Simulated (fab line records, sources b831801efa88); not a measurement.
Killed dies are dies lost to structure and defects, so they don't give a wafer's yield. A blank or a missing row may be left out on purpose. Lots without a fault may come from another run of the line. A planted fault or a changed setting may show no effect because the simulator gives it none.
fab line records | flow gf180mcu
record lots=5 wafers=15 last_day=34
route steps=602 shown MVPSD@79
lots that met no fault: from a run of the same line without faults
start_h: hours from the record's first day to the start of the lot's first wafer shown | wait_h: hours since the lot's step before | " the same as in the row above | L1.1+2: a row that stands for several wafers | - no value, or no start given | * or withheld: withheld | < > ~ a bound
route shown NAME@n: a module of which the file shows steps, and the number in the route of the first | usual: mean/standard deviation of fault-free wafers | same: alike in all rows | chamber/n: place in a boat | sites: the reading at each site | _std_site: their standard deviation | _edge_site: outer sites' mean less inner sites' | radius_mm: how far each site lies from the wafer's centre | mask NAME#n: copy n | behind: the tool/chamber that last shaped the wafer | hold: why the lot was held/for how many hours/how that ended | device: the transistor (n, p or np) that didn't switch | end of line: the same wafers' tests at the end of the route | a step without rows: its recipe alone | killed: dies lost to structure and defects at the first sort, not the wafer's yield | map: a wafer's dies, x killed, . not, _ none there
set.NAME: the setting as run; set.NAME@STEP: as run at that earlier step | model.NAME: the simulator's own value behind a step, which no gauge read
lots at some steps of the route; a table a step, a row a wafer
services: from which hour (start_h, from the record's first day; less than 0 if before it) a tool's chamber was out of use, for how many hours, and why
## steps
# step GF_MVPSD_HMDS_01
# recipe prime_time_s=60 prime_temp_c=120
# usual exhaust_pa=45.0/0.89
# same prime_time_s=60
# columns lot.wafer tool chamber start_h wait_h exhaust_pa
L075.1 litho_track-03 0 95.89 0.1 45.9
L075.2 " 0 " " 45.6
L075.6 " 0 " " 44.8
L077.4 litho_track-03 0 107.31 0.1 44.6
L077.5 " 0 " " 45.5
L077.6 " 0 " " 45.0
L082.2 litho_track-02 0 138.06 0.1 45.3
L082.4 " 0 " " 44.8
L082.6 " 0 " " 45.3
L086.1 litho_track-03 0 162.79 0.1 44.8
L086.3 " 0 " " 45.5
L086.4 " 0 " " 44.3
L097.1 litho_track-01 0 225.27 0.1 44.8
L097.5 " 0 " " 46.2
L097.6 " 0 " " 44.2
# step GF_MVPSD_COAT_02
# recipe spin_rpm=2000 resist_thk_nm=3000
# usual exhaust_pa=45.0/0.89
# columns lot.wafer tool chamber start_h wait_h exhaust_pa
L075.1 litho_track-03 0 96.04 0.1 45.6
L075.2 " 0 " " 46.3
L075.6 " 0 " " 45.5
L077.4 litho_track-03 0 107.46 0.1 44.4
L077.5 " 0 " " 44.9
L077.6 " 0 " " 44.3
L082.2 litho_track-02 0 138.22 0.1 46.3
L082.4 " 0 " " 44.4
L082.6 " 0 " " 45.6
L086.1 litho_track-03 0 162.94 0.1 45.4
L086.3 " 0 " " 43.8
L086.4 " 0 " " 44.2
L097.1 litho_track-01 0 225.42 0.1 45.6
L097.5 " 0 " " 45.1
L097.6 " 0 " " 45.4
# step GF_MVPSD_SOFTBAKE_03
# recipe temp_c=110 time_s=withheld
# usual exhaust_pa=44.8/0.88 plate_temp_C=110.02/0.13
# columns lot.wafer tool chamber start_h wait_h exhaust_pa plate_temp_C
L075.1 litho_track-03 0 96.19 0.1 45.0 109.93
L075.2 " 0 " " 45.9 110.10
L075.6 " 0 " " 45.6 110.01
L077.4 litho_track-03 0 107.64 0.1 43.9 110.22
L077.5 " 0 " " 44.9 110.05
L077.6 " 0 " " 44.0 109.94
L082.2 litho_track-02 0 138.37 0.1 44.4 109.76
L082.4 " 0 " " 42.9 109.84
L082.6 " 0 " " 45.8 109.88
L086.1 litho_track-03 0 163.09 0.1 44.4 109.87
L086.3 " 0 " " 45.5 109.95
L086.4 " 0 " " 43.8 109.96
L097.1 litho_track-01 0 225.57 0.1 45.5 110.05
L097.5 " 0 " " 45.4 109.90
L097.6 " 0 " " 44.6 110.16
# step GF_MVPSD_EXPOSE_04
# recipe mask_id=MVPSD target_cd_nm=1000 na=0.6 source_shape=conventional sigma_outer=0.6 dose_mj=260
# usual exposure_dose_mJ_cm2=260.04/0.26
# columns lot.wafer tool chamber start_h wait_h mask exposure_dose_mJ_cm2
L075.1 iline_stepper-01 0 - - MVPSD#0 259.84
L075.2 " 0 " " MVPSD#0 260.02
L075.6 " 0 " " MVPSD#0 259.95
L077.4 iline_stepper-02 0 - - MVPSD#0 259.62
L077.5 " 0 " " MVPSD#0 259.84
L077.6 " 0 " " MVPSD#0 259.69
L082.2 iline_stepper-01 0 - - MVPSD#0 260.00
L082.4 " 0 " " MVPSD#0 259.48
L082.6 " 0 " " MVPSD#0 259.95
L086.1 iline_stepper-01 0 - - MVPSD#0 260.16
L086.3 " 0 " " MVPSD#0 260.10
L086.4 " 0 " " MVPSD#0 260.08
L097.1 iline_stepper-01 0 - - MVPSD#0 260.19
L097.5 " 0 " " MVPSD#0 260.11
L097.6 " 0 " " MVPSD#0 260.22
# step GF_MVPSD_PEB_05
# recipe temp_c=115 time_s=withheld
# usual exhaust_pa=44.9/0.96 plate_temp_C=114.99/0.13
# columns lot.wafer tool chamber start_h wait_h exhaust_pa plate_temp_C
L075.1 litho_track-01 0 - - 43.6 114.76
L075.2 " 0 " " 44.7 114.96
L075.6 " 0 " " 44.5 115.01
L077.4 litho_track-01 0 - - 44.5 114.98
L077.5 " 0 " " 45.3 115.13
L077.6 " 0 " " 45.3 114.98
L082.2 litho_track-03 0 - - 43.6 115.04
L082.4 " 0 " " 44.3 115.27
L082.6 " 0 " " 44.8 115.23
L086.1 litho_track-03 0 - - 45.3 114.99
L086.3 " 0 " " 44.5 114.92
L086.4 " 0 " " 45.6 115.02
L097.1 litho_track-03 0 - - 44.6 114.94
L097.5 " 0 " " 42.6 114.86
L097.6 " 0 " " 45.0 114.86
# step GF_MVPSD_DEVELOP_06
# recipe wall_angle_deg=90 develop_time_s=60 dev_temp_c=23
# usual exhaust_pa=45.1/0.84
# columns lot.wafer tool chamber start_h wait_h exhaust_pa
L075.1 litho_track-01 0 - - 46.6
L075.2 " 0 " " 46.6
L075.6 " 0 " " 45.7
L077.4 litho_track-01 0 - - 45.3
L077.5 " 0 " " 46.0
L077.6 " 0 " " 45.1
L082.2 litho_track-03 0 - - 43.3
L082.4 " 0 " " 44.3
L082.6 " 0 " " 43.6
L086.1 litho_track-03 0 - - 44.8
L086.3 " 0 " " 45.0
L086.4 " 0 " " 44.1
L097.1 litho_track-03 0 - - 44.9
L097.5 " 0 " " 43.9
L097.6 " 0 " " 44.6
# step GF_MVPSD_OVL_MEAS_07
# usual MVPSD_OVL=0.2/1.3
# columns lot.wafer tool chamber start_h wait_h MVPSD_OVL[nm]
L075.1 overlay-02 - 103.57 - -1.0
L075.2 " - " " 0.1
L075.6 " - " " -0.7
L077.4 overlay-02 - 114.64 - -1.3
L077.5 " - " " -0.9
L077.6 " - " " -1.1
L082.2 overlay-01 - 146.29 - 0.9
L082.4 " - " " -0.3
L082.6 " - " " -0.4
L086.1 overlay-01 - 171.19 - -0.3
L086.3 " - " " 0.2
L086.4 " - " " 0.6
L097.1 overlay-02 - 234.49 - -0.2
L097.5 " - " " 0.8
L097.6 " - " " 0.3
# step GF_MVPSD_IMPLANT_08
# recipe species=B energy_kev=170 dose_cm2=1.5e+13 tilt_deg=0
# columns lot.wafer tool chamber start_h wait_h
L075.1+2+6 implanter-02 0 103.61 0.0
L077.4+5+6 implanter-02 0 114.73 0.1
L082.2+4+6 implanter-04 0 146.35 0.0
L086.1+3+4 implanter-04 0 171.22 0.0
L097.1+5+6 implanter-02 0 234.52 0.0
# step GF_MVPSD_IMPLANT_09
# recipe species=B energy_kev=40 dose_cm2=5e+12 tilt_deg=0
# columns lot.wafer tool chamber start_h wait_h
L075.1+2+6 implanter-02 0 103.76 0.1
L077.4+5+6 implanter-02 0 114.88 0.1
L082.2+4+6 implanter-04 0 146.50 0.1
L086.1+3+4 implanter-04 0 171.37 0.1
L097.1+5+6 implanter-02 0 234.67 0.1
# step GF_MVPSD_STRIP_10
# recipe chemistry=O2/N2 power_w=1400 pressure_mtorr=1500 platen_temp_c=250 o2_flow_sccm=3000 n2_flow_sccm=300 overash_fraction=0.5
# usual chamber_pressure_mTorr=1500.0/1.2 drypump_motor_current_A=5.6/0.46 heater_power_w=311/25 o2_flow_sccm=3000/10 oes_product_au=0.723/0.0047 strip_time_to_endpoint_s=36.92/0.094
# columns lot.wafer tool chamber start_h wait_h chamber_pressure_mTorr drypump_motor_current_A heater_power_w o2_flow_sccm oes_product_au rf_hours_counter_h strip_time_to_endpoint_s
L075.1 plasma_asher-02 0 103.91 0.1 1500.4 4.9 286 3003 0.716 43 36.73
L075.2 " 1 " " 1500.0 6.1 308 2983 0.722 43 36.87
L075.6 " 0 " " 1500.2 4.9 282 2993 0.725 - 36.87
L077.4 plasma_asher-02 0 114.99 0.1 1500.9 4.9 281 2984 0.720 - 36.73
L077.5 " 0 " " 1501.4 4.9 293 2996 0.718 - 36.75
L077.6 " 1 " " 1499.8 6.1 310 3002 0.726 - 36.78
L082.2 plasma_asher-02 0 146.62 0.1 1501.2 4.9 285 2994 0.727 48 37.15
L082.4 " 0 " " 1500.9 4.9 289 3003 0.719 - 37.06
L082.6 " 1 " " 1502.4 6.0 303 3004 0.720 - 37.05
L086.1 plasma_asher-01 1 171.52 0.1 1501.6 5.7 350 3000 0.725 40 36.91
L086.3 " 1 " " 1500.8 5.7 356 2996 0.714 - 37.05
L086.4 " 0 " " 1498.3 5.3 324 2978 0.738 - 36.96
L097.1 plasma_asher-01 0 234.82 0.1 1498.9 5.3 318 3007 0.722 47 36.91
L097.5 " 1 " " 1499.5 5.7 367 3007 0.729 - 36.93
L097.6 " 0 " " 1497.5 5.3 315 3018 0.724 - 36.80
# step GF_MVPSD_TW_MEAS_11
# usual MVPSD_TW=557/5.8
# columns lot.wafer tool chamber start_h wait_h MVPSD_TW
L075.1 film_metro-04 - 104.01 0.1 553
L075.2 " - " " 551
L075.6 " - " " 553
L077.4 film_metro-02 - 115.09 0.1 555
L077.5 " - " " 554
L077.6 " - " " 553
L082.2 film_metro-02 - 146.73 0.1 556
L082.4 " - " " 554
L082.6 " - " " 557
L086.1 film_metro-01 - 171.62 0.1 566
L086.3 " - " " 566
L086.4 " - " " 563
L097.1 film_metro-01 - 234.92 0.1 562
L097.5 " - " " 562
L097.6 " - " " 560
## services
# columns tool chamber start_h hours kind
plasma_asher-02 - 91.57 0.4 repair
iline_stepper-01 - 142.07 0.6 repair
iline_stepper-02 - 154.88 11.0 repair
plasma_asher-02 - 167.73 2.9 repair
iline_stepper-02 - 186.26 0.7 repair
implanter-04 - 187.01 3.4 repair
implanter-02 - 212.87 2.7 pm
implanter-04 - 230.23 3.8 pm
## key
fault none
